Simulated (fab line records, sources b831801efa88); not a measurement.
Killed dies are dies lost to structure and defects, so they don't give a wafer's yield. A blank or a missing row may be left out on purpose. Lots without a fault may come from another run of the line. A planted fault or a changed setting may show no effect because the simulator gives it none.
A struck lot beside a sound one | flow sky130 | 16 steps out of a route of 708
Sound: wafers L578.1, L578.3, L578.5. Struck: wafers L570.2, L570.3, L570.6. The cause comes at the end.
At each step with rows: each side's tool, then ch and its chambers, then its first start. Under that, the readings that differ: sound wafers | struck wafers | difference of the means | sigmas: that difference in standard deviations of wafers without a fault.
alike: readings whose means differ by less than 2 such deviations, and words and numbers that are the same on both sides. not compared: withheld readings, readings that some wafer has no value for, bounds like >300 that may hide the same value, and numbers for which the record gives no deviation and whose values overlap.
The two part at a step that has a row with sigmas, a row that says differs or no value, or rows on one side only. Numbers that don't overlap but have no deviation are shown without sigmas and don't part them. A reading that every wafer of one side lacks parts them only if that side has two wafers or more.

SKY_VIA1_BOW_MEAS_03:
  sound on film_metro-01, day 38 17:52; struck on film_metro-03, day 36 04:23
  alike: VIA1_BOW
then, 8 steps without rows for these wafers: SKY_VIA1_DEHYDRATE_04 (time 60 s); SKY_VIA1_HMDS_05 (prime time 60 s); SKY_VIA1_COAT_06 (resist thk 60 nm); SKY_VIA1_COAT_07 (resist thk 450 nm); SKY_VIA1_SOFTBAKE_08 (time 90 s); SKY_VIA1_EXPOSE_09 (exposes mask VIM, target cd 150 nm); SKY_VIA1_PEB_10; SKY_VIA1_DEVELOP_11 (develop time 60 s).
SKY_VIA1_CD_MEAS_12: target cd 150 nm.
  sound on cd_sem-02, day 39 19:15; struck on cd_sem-01, day 37 06:04
  alike: cd_nm
SKY_VIA1_OVL_MEAS_13:
  sound on overlay-02, day 39 19:22; struck on overlay-01, day 37 06:10
  alike: VIA1_OVL
SKY_VIA1_ETCH_14: etches BARC in N2/H2, stops on SiO2, time 45.9 s, target depth 60 nm.
  sound on rie_diel-04 ch 1,3, day 39 19:25; struck on rie_diel-02 ch 1,2,3, day 37 06:12
  alike: drypump_motor_current_A, n2_flow_sccm, oes_product_au, throttle_valve_pct
  not compared: rf_hours_counter_h
SKY_VIA1_ETCH_15: etches SiO2 in C4F8/O2/Ar, stops on TiN, target depth 351 nm, time 54 s.
  sound on rie_diel-04 ch 1,3, day 39 19:27; struck on rie_diel-02 ch 1,2,3, day 37 06:14
  reading                                     | sound             | struck            | difference | sigmas
  model.KrF-thick_of_VIA1_COAT_07.thk_nm (nm) | 323.2 323.6 323.3 | 295.5 288.9 293.3 | -30.8      |
  model.VIA1.feature_depth_nm (nm)            | 345.1 346.1 344.8 | 349.6 349.8 350.4 | +4.6       |
  model.TiN_of_METAL1_SPUTTER_04.thk_nm (nm)  | 68.93 69.2 67.99  | 65.89 65.42 65.12 | -3.23      |
  alike: oes_product_au
  not compared: rf_hours_counter_h
SKY_VIA1_STRIP_16: strips in O2/N2.
  sound on plasma_asher-02 ch 0,1, day 39 19:30; struck on plasma_asher-03 ch 0,1, day 37 06:17
  reading                      | sound             | struck            | difference | sigmas
  oes_product_au (a.u.)        | 0.419 0.409 0.412 | 0.407 0.399 0.399 | -0.012     | -3
  strip_time_to_endpoint_s (s) | 4.459 4.461 4.468 | 4.178 4.097 4.163 | -0.317     | -14
  alike: drypump_motor_current_A, n2_flow_sccm
  not compared: rf_hours_counter_h
then, 1 step without rows for these wafers: SKY_VIA1_STRIP_17 (strips in post etch residue remover, time 1200 s).
-- the record jumps here: 11 days lie between the struck wafers' starts before and after (it left off in module VIA1 and takes up again in module PAD_OPEN, whose first step shown is number 708 of the route) --
SKY_PAD_OPEN_PROBE_99:
  sound on prober-01, day 50 05:18; struck on prober-01, day 48 07:52
  alike: defect_limited_yield, killed_at_M0_to_M3, killed_at_M4_up, killed_at_contacts, killed_at_front_end, killed_at_other, killed_dies, killed_open, killed_short, sort_bin_3_pad_short, sort_bin_5_function, sort_bin_6_memory, sort_n_pass, sort_yield_pct

WHERE THEY PART
Only at SKY_VIA1_STRIP_16, within this record. Later steps at which nothing parts them and some readings are alike: SKY_PAD_OPEN_PROBE_99.

WHY: what the simulator had put in
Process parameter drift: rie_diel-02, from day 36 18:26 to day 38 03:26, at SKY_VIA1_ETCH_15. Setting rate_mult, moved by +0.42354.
